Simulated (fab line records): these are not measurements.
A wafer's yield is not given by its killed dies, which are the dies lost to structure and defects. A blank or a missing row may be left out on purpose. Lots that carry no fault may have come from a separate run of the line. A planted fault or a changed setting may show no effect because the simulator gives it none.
Which tool did it? :: flow gf180mcu :: at 1 step of a route of 602, 6 lots with 18 wafers sampled

== WHAT EACH GAUGE READ, for each wafer ==
GF_V1_BOW_MEAS_05.
lot: L853
measured: day 17 22:44
on: film metro-01
V1_BOW (um): 94 91 81

lot: L856
measured: day 19 01:14
on: film metro-04
V1_BOW (um): 80 77 84

lot: L858
measured: day 20 00:24
on: film metro-02
V1_BOW (um): 88 85 84

lot: L860
measured: day 20 08:55
on: film metro-02
V1_BOW (um): 74 72 74

lot: L862
measured: day 21 06:30
on: film metro-02
V1_BOW (um): 94 94 90

lot: L870
measured: day 24 10:13
on: film metro-01
V1_BOW (um): 79 61 84

== WHICH TOOL RAN EACH LOT (tool, then ch and the chambers of the sampled wafers, then the start) ==
The record holds no process step before these readings.

== THE ANSWER, worked out from the rows above alone ==
Rule: what is usual is taken from the lots themselves. The widest of any qualifying gaps counts: lots, ordered by their means at a reading, are off when they make up no more than a third of the lots, leave a main group of 4 or more, and stand apart from it by 3 or more times the standard deviation of that group's means. If all means in a main group match to the digits the tables above print for the reading, that group is not used. Also off: a lot with no number at a reading for which 4 or more lots have one. The other lots that the step has rows for count as sound.
Across all readings shown, no lot is off: no conclusion can be drawn from this.

== WHAT THE SIMULATOR PUT IN ==
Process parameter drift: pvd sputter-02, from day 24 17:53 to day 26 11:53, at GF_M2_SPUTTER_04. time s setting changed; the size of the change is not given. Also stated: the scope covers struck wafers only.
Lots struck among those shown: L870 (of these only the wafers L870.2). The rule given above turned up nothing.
